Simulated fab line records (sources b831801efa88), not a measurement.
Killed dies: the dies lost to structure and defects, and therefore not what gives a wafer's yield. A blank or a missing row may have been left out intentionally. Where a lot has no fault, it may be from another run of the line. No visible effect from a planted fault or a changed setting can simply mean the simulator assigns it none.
Comparing a struck lot with a sound one	flow sky130	43 steps out of a route of 708
Sound: wafers L496.2, L496.4, L496.6. Struck: wafer L505.6 (L505.1, L505.2, from the same lot, were not struck and are left out); the cause is given at the end.
For every step that has rows: the tool of each side, followed by ch and its chambers, followed by its first start. Under that, the readings that differ: sound wafers	struck wafers	difference of the means	sigmas: that difference in standard deviations of wafers without a fault.
alike: readings with means less than 2 such deviations apart, plus words and numbers identical on both sides. not compared: withheld readings, readings lacking a value on some wafer, bounds such as >300 that could conceal the same value, and numbers that have no deviation in the record and whose values overlap.
Wherever a step has rows on one side only, a row that says differs or no value, or a row with sigmas, the two part there. Numbers that have no deviation but don't overlap get no sigmas and don't part them. A reading missing from all wafers of one side parts the sides only when that side holds two or more wafers.

first, 1 step without rows for these wafers: SKY_LDD_N_IMPLANT_15.
SKY_LDD_N_STRIP_16: strips in O2/N2.
  sound on plasma_asher-03 ch 0,1, day 19 04:35; struck on plasma_asher-02 ch 0, day 22 06:59
  alike: drypump_motor_current_A, oes_product_au, strip_time_to_endpoint_s
  not compared: rf_hours_counter_h
SKY_LDD_N_TW_MEAS_17:
  sound on film_metro-02 at day 19 04:42; struck on film_metro-03 at day 22 07:05
  alike: LDD_N_TW
then, 7 steps without rows for these wafers: SKY_LDD_P_DEHYDRATE_00 (time 60 s); SKY_LDD_P_HMDS_01 (prime time 60 s); SKY_LDD_P_COAT_02 (resist thk 1140 nm); SKY_LDD_P_SOFTBAKE_03 (time 60 s); SKY_LDD_P_EXPOSE_04 (exposes mask PSDM, target cd 380 nm); SKY_LDD_P_PEB_05; SKY_LDD_P_DEVELOP_06 (develop time 60 s).
SKY_LDD_P_CD_MEAS_07 targets a cd of 380 nm.
  sound on cd_sem-01 at day 20 11:47; struck on cd_sem-01 at day 23 13:56
  alike: cd_nm
SKY_LDD_P_OVL_MEAS_08:
  sound on overlay-02 at day 20 11:53; struck on overlay-01 at day 23 14:04
reading	sound	struck	difference	sigmas
LDD_P_OVL (nm)	1.1 -0.1 1.3	3.7	+2.9	+2
SKY_LDD_P_IMPLANT_09:
  sound on implanter-01 ch 0, day 20 11:56; struck on implanter-04 ch 0, day 23 14:06
reading	sound	struck	difference	sigmas
beam_energy_keV	24.998 25.005 24.999	25.018	+0.017	+2
SKY_LDD_P_STRIP_10: strips in O2/N2.
  sound on plasma_asher-03 ch 0,1, day 20 12:04; struck on plasma_asher-03 ch 1, day 23 14:15
  alike: drypump_motor_current_A, oes_product_au, strip_time_to_endpoint_s
  not compared: rf_hours_counter_h
SKY_LDD_P_TW_MEAS_11:
  sound on film_metro-04 at day 20 12:11; struck on film_metro-01 at day 23 14:21
  alike: LDD_P_TW
then, 7 steps without rows for these wafers: SKY_LDD_HVN_DEHYDRATE_00 (time 60 s); SKY_LDD_HVN_HMDS_01 (prime time 60 s); SKY_LDD_HVN_COAT_02 (resist thk 300 nm); SKY_LDD_HVN_SOFTBAKE_03 (time 60 s); SKY_LDD_HVN_EXPOSE_04 (exposes mask HVNTM, target cd 700 nm); SKY_LDD_HVN_PEB_05; SKY_LDD_HVN_DEVELOP_06 (develop time 60 s).
SKY_LDD_HVN_OVL_MEAS_07:
  sound on overlay-02 at day 21 19:04; struck on overlay-01 at day 24 20:35
  alike: LDD_HVN_OVL
next, for these wafers, 1 step has no rows: SKY_LDD_HVN_IMPLANT_08.
SKY_LDD_HVN_STRIP_09: strips in O2/N2.
  sound on plasma_asher-01 ch 0,1, day 21 19:14; struck on plasma_asher-01 ch 0, day 24 20:47
  alike: drypump_motor_current_A, oes_product_au, strip_time_to_endpoint_s
  not compared: rf_hours_counter_h
SKY_LDD_HVN_TW_MEAS_10:
  sound on film_metro-02 at day 21 19:21; struck on film_metro-03 at day 24 20:53
  alike: LDD_HVN_TW
then, 7 steps without rows for these wafers: SKY_LDD_HVP_DEHYDRATE_00 (time 60 s); SKY_LDD_HVP_HMDS_01 (prime time 60 s); SKY_LDD_HVP_COAT_02 (resist thk 300 nm); SKY_LDD_HVP_SOFTBAKE_03 (time 60 s); SKY_LDD_HVP_EXPOSE_04 (exposes mask HVPTM, target cd 700 nm); SKY_LDD_HVP_PEB_05; SKY_LDD_HVP_DEVELOP_06 (develop time 60 s).
SKY_LDD_HVP_OVL_MEAS_07:
  sound on overlay-01 at day 23 02:10; struck on overlay-01 at day 26 02:41
  alike: LDD_HVP_OVL
next, for these wafers, 1 step has no rows: SKY_LDD_HVP_IMPLANT_08.
SKY_LDD_HVP_STRIP_09: strips in O2/N2.
  sound on plasma_asher-03 ch 0, day 23 02:20; struck on plasma_asher-04 ch 1, day 26 02:53
  alike: drypump_motor_current_A, oes_product_au, strip_time_to_endpoint_s
  not compared: rf_hours_counter_h
SKY_LDD_HVP_TW_MEAS_10:
  sound on film_metro-04 at day 23 02:27; struck on film_metro-04 at day 26 02:59
  alike: LDD_HVP_TW
then, 5 steps without rows for these wafers: SKY_LDD_LDN_DEHYDRATE_00 (time 60 s); SKY_LDD_LDN_HMDS_01 (prime time 60 s); SKY_LDD_LDN_COAT_02 (resist thk 1140 nm); SKY_LDD_LDN_SOFTBAKE_03 (time 60 s); SKY_LDD_LDN_EXPOSE_04 (exposes mask LDNTM, target cd 700 nm).
-- here the record skips 23 days between the struck wafers' starts before and after, leaving off in module LDD_LDN and picking up in module PAD_OPEN (first step shown: number 708 of the route) --
SKY_PAD_OPEN_PROBE_99:
  sound on prober-02 at day 47 10:38; struck on prober-02 at day 49 07:23
reading	sound	struck	difference	sigmas
model.etest.tip_p.rs_ohm_sq_range	207.8 142.1 217.1	1287	+1098	
  alike: killed_at_M0_to_M3, killed_at_M4_up, killed_at_contacts, killed_at_front_end, killed_at_other, killed_dies, killed_open, killed_short

## WHERE THEY PART
Earliest at SKY_LDD_P_OVL_MEAS_08; latest, in this record, at SKY_LDD_P_IMPLANT_09. Later steps at which nothing parts them and some readings are alike: SKY_LDD_P_STRIP_10, SKY_LDD_P_TW_MEAS_11, SKY_LDD_HVN_OVL_MEAS_07, SKY_LDD_HVN_STRIP_09, SKY_LDD_HVN_TW_MEAS_10, SKY_LDD_HVP_OVL_MEAS_07, SKY_LDD_HVP_STRIP_09, SKY_LDD_HVP_TW_MEAS_10, SKY_PAD_OPEN_PROBE_99.

WHY: the cause the simulator had injected
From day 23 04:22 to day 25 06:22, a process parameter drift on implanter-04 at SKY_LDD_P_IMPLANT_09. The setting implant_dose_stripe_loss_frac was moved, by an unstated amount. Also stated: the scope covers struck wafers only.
